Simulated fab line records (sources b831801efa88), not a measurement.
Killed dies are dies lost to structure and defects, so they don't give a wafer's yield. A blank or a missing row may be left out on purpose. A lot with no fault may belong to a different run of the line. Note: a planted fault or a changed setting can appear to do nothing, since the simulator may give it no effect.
8D (eight disciplines) problem report, filled in by code | flow sky130 | the parts of the form that need people (team, actions taken, sign-off) are left out

== 1. PROBLEM STATEMENT ==
Wafers without a fault read 0.854 a.u., standard deviation 0.0044; oes_product_au at SKY_VIA2_ETCH_14 reads a mean of 0.740 a.u. on 2 wafers belonging to 2 lots. That is -26 standard deviations from the usual mean.
The step: etches BARC in N2/H2, stops on SiO2, time 45.9 s, target depth 60 nm.
Seen first at day 41 13:38 on rie_diel-02, wafer L479.1. The record holds 42 wafers of 14 lots with a number at this step. By rule, "out" or "out of limits" means more than 4 standard deviations away from the usual mean. The other wafers with a number count as sound.

== 2. WHAT THIS IS AND IS NOT ==
question                    | is                | is not
which readings at this step | oes_product_au    | bias_w, drypump_motor_current_A, throttle_valve_pct
which lots                  | L479, L482        | L462, L463, L464, L465, L466, L467, L468, L469, L470, L472, L483, L484
which wafers of those lots  | L479.1, L482.3    | L479.2, L479.4, L482.4, L482.6
read on which tools         | rie_diel-02       | rie_diel-03, rie_diel-04
when                        | from day 41 13:38 | up to then (32 sound wafers); but 8 sound wafers of L482, L483, L484 came after

== 3. WHAT RULES OUT EACH SUSPECT ==
Counting: if a tool at a process step up to the reading ran every lot that is out, it stays a suspect. Sound lots after the first of them don't rule it out here, since some wafers of a struck lot are sound.
- rie_metal-03 at SKY_METAL1_DESCUM_17 (chemistry O2, time 8 s): kept. Ran every lot that is out, first one L479 (day 38 06:55); last sound lot up to then L472 (day 37 01:56).
- rie_diel-02 at SKY_VIA2_ETCH_14 (etches BARC in N2/H2, stops on SiO2, time 45.9 s, target depth 60 nm): kept. Ran every lot that is out, first one L479 (day 41 13:38); last sound lot up to then L469 (day 39 00:16). On those wafers its own readings are out: oes_product_au.
Remaining after the count are rie_metal-03 at SKY_METAL1_DESCUM_17 and rie_diel-02 at SKY_VIA2_ETCH_14.

== 4. THE CAUSE (what the simulator had put in) ==
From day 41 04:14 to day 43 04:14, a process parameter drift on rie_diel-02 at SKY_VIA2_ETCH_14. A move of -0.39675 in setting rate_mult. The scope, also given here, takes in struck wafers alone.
2 suspects survive the count, and this tool is in that group.

== 5. THE EFFECT CHAIN, in route order ==
Rows list readings where the struck wafers' mean (over those with a number) sits beyond 3 standard deviations from the usual. Only readings whose record carries a usual standard deviation are examined. hours: median over the lots of the time between each lot's start at the first step of this table that gives one and its start at this step. sigmas: the change, counted in usual standard deviations.
hours | step              | reading                  | usual      | on struck wafers | change | sigmas
0     | SKY_VIA2_ETCH_14  | oes_product_au           | 0.854 a.u. | 0.740            | -0.114 | -26
0     | SKY_VIA2_ETCH_15  | oes_product_au           | 0.940 a.u. | 0.393            | -0.547 | -99 or more
0     | SKY_VIA2_STRIP_16 | strip_time_to_endpoint_s | 4.04 s     | 4.21             | +0.17  | +5.5
Process steps it contains:
- SKY_VIA2_ETCH_14: etches BARC in N2/H2, stops on SiO2, time 45.9 s, target depth 60 nm.
- SKY_VIA2_ETCH_15: etches SiO2 in C4F8/O2/Ar, stops on TiN, target depth 546 nm, time 84 s.
- SKY_VIA2_STRIP_16: strips in O2/N2.

== 6. WHAT WOULD HAVE CAUGHT IT SOONER ==
The fault began at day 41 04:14; the first out-of-limits reading in this record came at day 41 13:38, 9 hours later.
